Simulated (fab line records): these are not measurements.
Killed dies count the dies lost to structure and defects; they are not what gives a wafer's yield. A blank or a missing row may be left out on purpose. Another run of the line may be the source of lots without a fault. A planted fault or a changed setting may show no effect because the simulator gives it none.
Which of the tools did it? :: flow gf180mcu :: 18 wafers from 6 lots sampled at 3 of the route's 602 steps

## WHAT THE GAUGES READ, wafer by wafer
GF_HV_LDD_CD_MEAS_46 targets a cd of 400 nm.
lot: L799
measured: day 12 16:31
on: cd-sem-01
cd-nm (nm): 402.3 401.3 399.7

lot: L806
measured: day 14 20:08
on: cd-sem-02
cd-nm (nm): 398.6 397.3 397.6

lot: L811
measured: day 16 09:28
on: cd-sem-01
cd-nm (nm): 399.2 400.9 401.9

lot: L814
measured: day 17 18:21
on: cd-sem-02
cd-nm (nm): 398.7 399.6 398.6

lot: L817
measured: day 19 06:34
on: cd-sem-01
cd-nm (nm): 400.3 400.5 399.9

lot: L818
measured: day 19 09:10
on: cd-sem-02
cd-nm (nm): 403.5 402.1 400.3

## TOOL THAT RAN EACH LOT (tool first, then ch and the chambers of the sampled wafers, then the start)
lot: L799
GF_HV_LDD_STRIP_22: plasma-asher-01 ch 0, day 11 02:46
GF_HV_LDD_EXPOSE_43: iline-stepper-02 ch 0, day 12 07:10

lot: L806
GF_HV_LDD_STRIP_22: plasma-asher-03 ch 0,1, day 13 02:44
GF_HV_LDD_EXPOSE_43: iline-stepper-02 ch 0, day 14 09:52

lot: L811
GF_HV_LDD_STRIP_22: plasma-asher-01 ch 0,1, day 14 14:10
GF_HV_LDD_EXPOSE_43: iline-stepper-01 ch 0, day 15 22:25

lot: L814
GF_HV_LDD_STRIP_22: plasma-asher-02 ch 0,1, day 15 19:34
GF_HV_LDD_EXPOSE_43: iline-stepper-01 ch 0, day 17 06:45

lot: L817
GF_HV_LDD_STRIP_22: plasma-asher-03 ch 0,1, day 17 07:08
GF_HV_LDD_EXPOSE_43: iline-stepper-02 ch 0, day 18 18:46

lot: L818
GF_HV_LDD_STRIP_22: plasma-asher-02 ch 0,1, day 17 10:28
GF_HV_LDD_EXPOSE_43: iline-stepper-01 ch 0, day 18 21:31
- GF_HV_LDD_STRIP_22: strips in O2/N2.
- GF_HV_LDD_EXPOSE_43: exposes mask Pplus HV AREA, target cd 400 nm.

## THE ANSWER, worked out from the rows above alone
Rule: the usual values come from the lots themselves. Put in order of their means at a reading, lots are off if they are a third of the lots or fewer, leave a main group of 4 or more, and stand apart from it by a gap of 3 or more times the standard deviation of the main group's means; of several such gaps the widest counts. Not used: any main group whose means are identical at the precision the tables above print for the reading. Also off: a lot with no number at a reading for which 4 or more lots have one. All remaining lots with rows at the step are treated as sound.
No lot is off on any of the readings shown, so nothing can be concluded from this.

## WHAT THE SIMULATOR PUT IN
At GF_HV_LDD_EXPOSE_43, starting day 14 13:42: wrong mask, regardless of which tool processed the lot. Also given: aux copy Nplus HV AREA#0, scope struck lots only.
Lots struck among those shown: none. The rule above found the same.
